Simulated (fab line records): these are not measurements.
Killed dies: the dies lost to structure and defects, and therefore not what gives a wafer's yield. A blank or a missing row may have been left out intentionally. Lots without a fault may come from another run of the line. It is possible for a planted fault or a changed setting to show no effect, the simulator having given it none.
Matching of chambers || flow sky130 || 4 sister chambers for SKY_VIA3_CMP_02 on cmp-01
The step polishes SiO2. 22 wafers are shown with their chamber, then 11 later ones without.

WAFERS PAIRED WITH THEIR CHAMBERS
{"wafer": "L074.1", "chamber": 3, "motor-current-A (A)": 11.3, "retaining-ring-pressure-frac": 1.001}
{"wafer": "L074.3", "chamber": 2, "motor-current-A (A)": 12.6, "retaining-ring-pressure-frac": 1.003}
{"wafer": "L074.4", "chamber": 1, "motor-current-A (A)": 12.0, "retaining-ring-pressure-frac": 1.006}
{"wafer": "L075.4", "chamber": 1, "motor-current-A (A)": 11.7, "retaining-ring-pressure-frac": 0.993}
{"wafer": "L075.5", "chamber": 1, "motor-current-A (A)": 11.9, "retaining-ring-pressure-frac": 0.985}
{"wafer": "L075.6", "chamber": 0, "motor-current-A (A)": 14.7, "retaining-ring-pressure-frac": 1.001}
{"wafer": "L076.3", "chamber": 0, "motor-current-A (A)": 14.4, "retaining-ring-pressure-frac": 0.997}
{"wafer": "L076.5", "chamber": 0, "motor-current-A (A)": 15.4, "retaining-ring-pressure-frac": 1.000}
{"wafer": "L076.6", "chamber": 3, "motor-current-A (A)": 10.7, "retaining-ring-pressure-frac": 0.997}
{"wafer": "L077.1", "chamber": 0, "motor-current-A (A)": 14.8, "retaining-ring-pressure-frac": 0.997}
{"wafer": "L077.5", "chamber": 0, "motor-current-A (A)": 15.6, "retaining-ring-pressure-frac": 1.000}
{"wafer": "L077.6", "chamber": 3, "motor-current-A (A)": 11.4, "retaining-ring-pressure-frac": 0.995}
{"wafer": "L081.1", "chamber": 3, "motor-current-A (A)": 11.3, "retaining-ring-pressure-frac": 1.005}
{"wafer": "L081.3", "chamber": 1, "motor-current-A (A)": 11.8, "retaining-ring-pressure-frac": 1.002}
{"wafer": "L081.4", "chamber": 0, "motor-current-A (A)": 15.2, "retaining-ring-pressure-frac": 1.007}
{"wafer": "L084.2", "chamber": 0, "motor-current-A (A)": 14.9, "retaining-ring-pressure-frac": 1.000}
{"wafer": "L084.4", "chamber": 1, "motor-current-A (A)": 12.4, "retaining-ring-pressure-frac": 0.998}
{"wafer": "L084.5", "chamber": 3, "motor-current-A (A)": 11.6, "retaining-ring-pressure-frac": 0.996}
{"wafer": "L090.2", "chamber": 2, "motor-current-A (A)": 12.6, "retaining-ring-pressure-frac": 0.999}
{"wafer": "L090.3", "chamber": 3, "motor-current-A (A)": 11.2, "retaining-ring-pressure-frac": 1.009}
{"wafer": "L090.6", "chamber": 2, "motor-current-A (A)": 11.8, "retaining-ring-pressure-frac": 0.995}
{"wafer": "L093.1", "chamber": 2, "motor-current-A (A)": 12.7, "retaining-ring-pressure-frac": 0.999}

SIGNATURES (means of the wafers above)
{"reading": "motor-current-A", "chamber 0": 15.000, "chamber 1": 11.960, "chamber 2": 12.425, "chamber 3": 11.250, "scatter within a chamber": 0.36}
{"reading": "retaining-ring-pressure-frac", "chamber 0": 1.00029, "chamber 1": 0.99680, "chamber 2": 0.99900, "chamber 3": 1.00050, "scatter within a chamber": 0.00538}
Rule: a wafer's distance from a chamber is the root of the sum, over the readings, of the square of ((its reading less the chamber's mean) divided by the reading's scatter). The wafer belongs to the nearest chamber; if the next one is less than 2 further off, it can't be placed. The scatter: take each reading less its chamber's mean, square it, sum over the shown wafers, divide by the number of wafers less the number of chambers, and take the root.

WAFERS MISSING THEIR CHAMBER
{"wafer": "L093.2", "motor-current-A (A)": 15.6, "retaining-ring-pressure-frac": 1.009}
{"wafer": "L093.5", "motor-current-A (A)": 11.5, "retaining-ring-pressure-frac": 1.001}
{"wafer": "L095.1", "motor-current-A (A)": 12.1, "retaining-ring-pressure-frac": 1.000}
{"wafer": "L095.3", "motor-current-A (A)": 12.3, "retaining-ring-pressure-frac": 1.000}
{"wafer": "L095.4", "motor-current-A (A)": 14.9, "retaining-ring-pressure-frac": 1.004}
{"wafer": "L096.1", "motor-current-A (A)": 10.9, "retaining-ring-pressure-frac": 1.001}
{"wafer": "L096.2", "motor-current-A (A)": 15.4, "retaining-ring-pressure-frac": 0.995}
{"wafer": "L096.5", "motor-current-A (A)": 12.4, "retaining-ring-pressure-frac": 1.006}
{"wafer": "L097.2", "motor-current-A (A)": 12.1, "retaining-ring-pressure-frac": 1.000}
{"wafer": "L097.4", "motor-current-A (A)": 15.8, "retaining-ring-pressure-frac": 1.001}
{"wafer": "L097.6", "motor-current-A (A)": 12.3, "retaining-ring-pressure-frac": 0.995}

THE CHAMBER EACH PASSED THROUGH
{"wafer": "L093.2", "from the rows above": 0, "in truth": 0}
{"wafer": "L093.5", "from the rows above": "can't be placed: 3 or 1 or 2", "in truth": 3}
{"wafer": "L095.1", "from the rows above": "can't be placed: 1 or 2 or 3", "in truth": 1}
{"wafer": "L095.3", "from the rows above": "can't be placed: 2 or 1", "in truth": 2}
{"wafer": "L095.4", "from the rows above": 0, "in truth": 0}
{"wafer": "L096.1", "from the rows above": 3, "in truth": 3}
{"wafer": "L096.2", "from the rows above": 0, "in truth": 0}
{"wafer": "L096.5", "from the rows above": "can't be placed: 2 or 1", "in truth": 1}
{"wafer": "L097.2", "from the rows above": "can't be placed: 1 or 2 or 3", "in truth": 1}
{"wafer": "L097.4", "from the rows above": 0, "in truth": 0}
{"wafer": "L097.6", "from the rows above": "can't be placed: 2 or 1", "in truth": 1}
5 of 11 placed correctly. Unplaceable from these rows: 6, with the true chamber sitting among the candidates in 6. Wrongly placed: 0.
